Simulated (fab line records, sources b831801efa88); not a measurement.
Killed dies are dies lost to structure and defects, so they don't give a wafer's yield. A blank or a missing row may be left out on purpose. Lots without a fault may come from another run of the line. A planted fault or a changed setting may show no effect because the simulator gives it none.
Which tool did it? | flow sky130 | 11 lots, 33 wafers sampled, at 4 steps of a route of 708

WHAT THE GAUGES READ, wafer by wafer
SKY_VIA4_OVL_MEAS_11. Usual: VIA4_OVL -0.8 nm, standard deviation 1.6.
lot  | measured     | on         | VIA4_OVL (nm)  | flag
L411 | day 43 03:48 | overlay-02 | 0.0 0.6 -0.1   |
L412 | day 43 12:58 | overlay-01 | -0.6 -0.9 -0.6 |
L413 | day 43 16:13 | overlay-02 | 1.5 -0.3 1.9   |
L417 | day 44 22:40 | overlay-01 | -1.0 -2.5 -1.2 |
L415 | day 45 00:02 | overlay-01 | -0.7 -0.6 -1.3 |
L418 | day 45 02:34 | overlay-01 | 0.4 -1.5 -1.4  |
L420 | day 45 19:50 | overlay-02 | -2.0 -0.1 -0.3 |
L426 | day 47 06:57 | overlay-02 | -1.5 -0.4 -0.2 |
L431 | day 48 11:04 | overlay-02 | -1.6 -3.9 -0.9 |
L433 | day 48 16:54 | overlay-01 | -2.5 -0.4 -1.2 |
L432 | day 48 20:57 | overlay-01 | -3.5 -1.3 -0.5 |

SKY_VIA4_RS_MEAS_19: measures by four-point-probe. Usual: VIA4_W_RS 0.2258 ohm/sq, standard deviation 0.003.
lot  | measured     | on            | VIA4_W_RS (ohm/sq)   | flag
L411 | day 43 04:43 | film_metro-04 | 0.2271 0.2237 0.2226 |
L412 | day 43 13:59 | film_metro-02 | 0.2292 0.2252 0.2268 |
L413 | day 43 17:10 | film_metro-01 | 0.2282 0.2270 0.2252 |
L417 | day 45 00:01 | film_metro-02 | 0.2272 0.2271 0.2301 |
L415 | day 45 01:22 | film_metro-01 | 0.2262 0.2277 0.2233 |
L418 | day 45 03:30 | film_metro-01 | 0.2275 0.2271 0.2283 |
L420 | day 45 20:48 | film_metro-04 | 0.2283 0.2287 0.2282 |
L426 | day 47 07:52 | film_metro-01 | 0.2210 0.2216 0.2266 |
L431 | day 48 12:10 | film_metro-04 | 0.2287 0.2220 0.2252 |
L433 | day 48 17:49 | film_metro-02 | 0.2219 0.2240 0.2263 |
L432 | day 48 21:52 | film_metro-04 | 0.2273 0.2302 0.2251 |

SKY_PASSIVATION_THK_MEAS_03. Usual: PASSIVATION_CVD_02_THK 542 nm, standard deviation 6.6.
lot  | measured     | on            | PASSIVATION_CVD_02_THK (nm) | flag
L411 | day 44 05:25 | film_metro-04 | 534 533 530                 |
L412 | day 44 14:53 | film_metro-03 | 541 542 546                 |
L413 | day 44 17:40 | film_metro-03 | 549 553 550                 |
L417 | day 45 22:59 | film_metro-03 | 615 545 618                 | OFF
L415 | day 46 01:04 | film_metro-03 | 631 544 545                 | OFF
L418 | day 46 02:31 | film_metro-03 | 629 622 560                 | OFF
L420 | day 46 19:50 | film_metro-01 | 535 546 546                 |
L426 | day 48 05:40 | film_metro-04 | 530 540 547                 |
L431 | day 49 08:46 | film_metro-03 | 546 542 545                 |
L433 | day 49 13:25 | film_metro-03 | 534 537 544                 |
L432 | day 49 17:22 | film_metro-01 | 534 538 545                 |

WHICH TOOL RAN EACH LOT (tool, then ch and the chambers of the sampled wafers, then the start)
lot  | SKY_PASSIVATION_CVD_02
L411 | pecvd-04 ch 0,1,2, day 44 05:11
L412 | pecvd-03 ch 0,2, day 44 14:39
L413 | pecvd-01 ch 0,2, day 44 17:19
L417 | pecvd-03 ch 0,1,2, day 45 22:45
L415 | pecvd-03 ch 0,1,2, day 46 00:50
L418 | pecvd-03 ch 1,2, day 46 02:17
L420 | pecvd-01 ch 0,1, day 46 19:37
L426 | pecvd-01 ch 0,1, day 48 05:26
L431 | pecvd-03 ch 0,2, day 49 08:32
L433 | pecvd-01 ch 0,1, day 49 13:12
L432 | pecvd-01 ch 0,1,2, day 49 17:09
- SKY_PASSIVATION_CVD_02: deposits Si3N4, target thk 540 nm.

WHAT THE TOOLS THEMSELVES READ (means of the sampled wafers that have a number; where no wafer has one, the mark that the record gives instead)
SKY_PASSIVATION_CVD_02. Usual: heater_power_w 714 W, standard deviation 79.
lot  | tool     | heater_power_w (W) | flag
L411 | pecvd-04 | 787                |
L412 | pecvd-03 | 595                |
L413 | pecvd-01 | 788                |
L417 | pecvd-03 | 660                |
L415 | pecvd-03 | 686                |
L418 | pecvd-03 | 651                |
L420 | pecvd-01 | 767                |
L426 | pecvd-01 | 771                |
L431 | pecvd-03 | 649                |
L433 | pecvd-01 | 752                |
L432 | pecvd-01 | 743                |

THE ANSWER, worked out from the rows above alone
Rule: a lot is off if the mean of its wafers that have a number lies more than 3 standard deviations from the usual mean. A lot without any number at a reading at which 4 lots or more have one is off too. The other lots that the step has rows for count as sound. The gauges are gone through in route order, then the tools' own readings, and for those a lot's mean is taken as printed above. The first step at which some lot is off is used, and at that step the reading that is off furthest; a lot without a number counts as furthest.
Off: L417, L415, L418, at SKY_PASSIVATION_THK_MEAS_03 (PASSIVATION_CVD_02_THK).
A tool fits if, at a process step before that reading, it ran every lot that is off, and no sound lot after the first of them. The gauges at SKY_PASSIVATION_THK_MEAS_03 are tried like those tools. None of those tried fits.

WHAT THE SIMULATOR HAD PUT IN
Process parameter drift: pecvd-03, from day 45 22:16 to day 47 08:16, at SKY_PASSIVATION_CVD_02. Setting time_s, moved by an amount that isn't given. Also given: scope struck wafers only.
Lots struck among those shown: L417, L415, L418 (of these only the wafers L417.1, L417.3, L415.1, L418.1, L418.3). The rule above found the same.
